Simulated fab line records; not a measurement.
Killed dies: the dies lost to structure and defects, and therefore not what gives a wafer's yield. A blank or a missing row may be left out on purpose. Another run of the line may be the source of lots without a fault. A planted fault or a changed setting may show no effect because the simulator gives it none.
A struck lot beside a sound one	flow sky130	20 out of 708 route steps
Sound: these wafers, L441.1, L441.5, L441.6. Wafers struck: L456.1, L456.2, L456.4. The cause is given at the end.
Order at every step that has rows: each side's tool, ch and its chambers, its first start. Under that, the readings that differ: sound wafers	struck wafers	difference of the means	sigmas: that difference in standard deviations of wafers without a fault.
alike: readings whose means differ by less than 2 such deviations, and words and numbers that are the same on both sides. not compared: withheld readings, readings that some wafer has no value for, bounds like >300 that may hide the same value, and numbers for which the record gives no deviation and whose values overlap.
The two part at a step that has a row with sigmas, a row that says differs or no value, or rows on one side only. Non-overlapping numbers with no deviation appear without sigmas and do not part them. Lack of a reading on every wafer of one side parts them only where that side has two or more wafers.

first, 1 step without rows for these wafers: SKY_GATE_OXIDE_DEVELOP_09 (develop time 60 s).
SKY_GATE_OXIDE_OVL_MEAS_10:
  struck on overlay-01, day 21 00:09; sound on overlay-02, day 15 06:19
  alike: GATE_OXIDE_OVL
then, 2 steps without rows for these wafers: SKY_GATE_OXIDE_IMPLANT_11; SKY_GATE_OXIDE_WET_ETCH_12 (etches SiO2 in dHF, target depth 16.8 nm, time 336 s).
SKY_GATE_OXIDE_STRIP_13: strips in O2/N2.
  sound on plasma_asher-04 ch 0,1, day 15 06:36; struck on plasma_asher-02 ch 0,1, day 21 00:26
  alike: drypump_motor_current_A, o2_flow_sccm, oes_product_au, strip_time_to_endpoint_s
  not compared: rf_hours_counter_h
SKY_GATE_OXIDE_TW_MEAS_14:
  struck on film_metro-02, day 21 00:32; sound on film_metro-03, day 15 06:42
  alike: GATE_OXIDE_TW
then, 3 steps without rows for these wafers: SKY_GATE_OXIDE_CLEAN_15 (cleans in SC1/SC2, time 150 s); SKY_GATE_OXIDE_OXIDATION_16 (stabilise 600 s, purge 300 s, target thk 3.57 nm); SKY_POLY_GATE_CVD_00 (deposits poly-Si, target thk 180 nm, time 720 s).
SKY_POLY_GATE_THK_MEAS_01:
  struck on film_metro-01, day 21 03:23; sound on film_metro-04, day 15 15:42
  alike: POLY_GATE_CVD_00_THK
then, 2 steps without rows for these wafers: SKY_RES_PROTECT_DEHYDRATE_00 (time 60 s); SKY_RES_PROTECT_HMDS_01 (prime time 60 s).
SKY_RES_PROTECT_COAT_02: resist thk 1140 nm.
  sound on litho_track-03 ch 0, day 16 05:06; struck on litho_track-04 ch 0, day 21 18:04
reading	sound	struck	difference	sigmas
spin_speed_rpm (rpm)	3000.1 3000.9 3003.1	2804.4 2804.8 2805.0	-196.6	-99 or more
model.NOVOLAK_of_RES_PROTECT_COAT_02.thk_nm (nm)	1138 1141 1141	1180 1183 1182	+42	
then, 3 steps without rows for these wafers: SKY_RES_PROTECT_SOFTBAKE_03 (time 60 s); SKY_RES_PROTECT_EXPOSE_04 (exposes mask RPM, target cd 1270 nm); SKY_RES_PROTECT_PEB_05.
SKY_RES_PROTECT_DEVELOP_06: develop time 60 s.
  sound on litho_track-03 ch 0, day 16 19:03; struck on litho_track-02 ch 0, day 22 09:45
reading	sound	struck	difference	sigmas
model.NOVOLAK_of_RES_PROTECT_COAT_02.thk_nm (nm)	1137 1140 1140	1179 1182 1182	+42	
following that, these wafers have no rows for 1 step: SKY_POLY_GATE_IMPLANT_02.
SKY_RES_PROTECT_STRIP_07: strips in O2/N2.
  sound on plasma_asher-01 ch 0,1, day 16 19:21; struck on plasma_asher-02 ch 0,1, day 22 10:03
reading	sound	struck	difference	sigmas
o2_flow_sccm (sccm)	3006 2997 3005	2978 2994 2978	-19	-2
strip_time_to_endpoint_s (s)	23.26 23.29 23.30	23.72 23.75 23.76	+0.46	+12
  alike: drypump_motor_current_A, oes_product_au
  not compared: rf_hours_counter_h
SKY_RES_PROTECT_TW_MEAS_08:
  struck on film_metro-02, day 22 10:09; sound on film_metro-02, day 16 19:27
  alike: POLY_GATE_TW

== WHERE THEY PART ==
Earliest at SKY_RES_PROTECT_COAT_02; latest, in this record, at SKY_RES_PROTECT_STRIP_07. Later steps at which nothing parts them and some readings are alike: SKY_RES_PROTECT_TW_MEAS_08.

WHY: what had been put in by the simulator
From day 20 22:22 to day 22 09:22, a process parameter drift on litho_track-04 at SKY_RES_PROTECT_COAT_02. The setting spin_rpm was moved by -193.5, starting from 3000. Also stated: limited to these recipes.
